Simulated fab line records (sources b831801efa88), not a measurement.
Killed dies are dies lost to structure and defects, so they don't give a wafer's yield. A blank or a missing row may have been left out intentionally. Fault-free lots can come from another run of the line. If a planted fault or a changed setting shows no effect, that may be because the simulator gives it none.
One fault seen from 2 desks ; flow sky130 ; what lay behind the numbers comes last; until then each desk has only its own

== FROM THE METROLOGY DESK ==
Means of the sampled wafers that have a number, per lot and without regard to the tool the lot ran on: this is what the gauges read. A lot is out of limits, marked OUT, if its mean lies more than 4 standard deviations from the usual mean; the brackets give that distance.
Columns: A = cd nm at SKY_FIELD_ISO_CD_MEAS_13, usual 150.2 nm; B = cd nm at SKY_LDD_P_CD_MEAS_07, usual 380 nm
lot;first seen here;A;B
L313;day 2 10:48;148.4;383
L316;day 3 02:03;151.6;384
L317;day 3 06:44;150.1;377
L322;day 4 08:26;151.0;378
L324;day 4 21:53;150.7;382
L326;day 5 04:41;150.5;378
L327;day 5 10:28;148.5;385
L328;day 5 15:17;152.6;373
L329;day 5 20:35;151.4;384
L330;day 6 02:20;152.2;383
L332;day 6 12:32;147.4;381
L333;day 6 20:32;146.4;379
Result from this desk: across the 12 lots, nothing is out of limits.

== FOR THE TOOL OWNER'S DESK: litho track-03 ==
The tool's own readings at SKY_FIELD_ISO_COAT_08 (resist thk 450 nm): means of the sampled wafers that have a number, for each lot that ran on this tool. A lot is out of limits, marked OUT, if its mean lies more than 4 standard deviations from the usual mean; the brackets give that distance.
Columns: A = spin speed rpm at SKY_FIELD_ISO_COAT_08, usual 3000.1 rpm
lot;first seen here;A
L324;day 4 12:00;2997.1
L326;day 4 19:00;3002.6
L329;day 5 11:00;2999.0
L332;day 6 03:00;3001.4
L333;day 6 10:00;3000.2
Result from this desk: across the 5 lots, nothing is out of limits.

== BROUGHT TOGETHER ==
At the metrology desk, nothing out of limits was observed.
Nothing out of limits was seen by the tool owner's desk.

== WHAT THE SIMULATOR HAD PUT IN ==
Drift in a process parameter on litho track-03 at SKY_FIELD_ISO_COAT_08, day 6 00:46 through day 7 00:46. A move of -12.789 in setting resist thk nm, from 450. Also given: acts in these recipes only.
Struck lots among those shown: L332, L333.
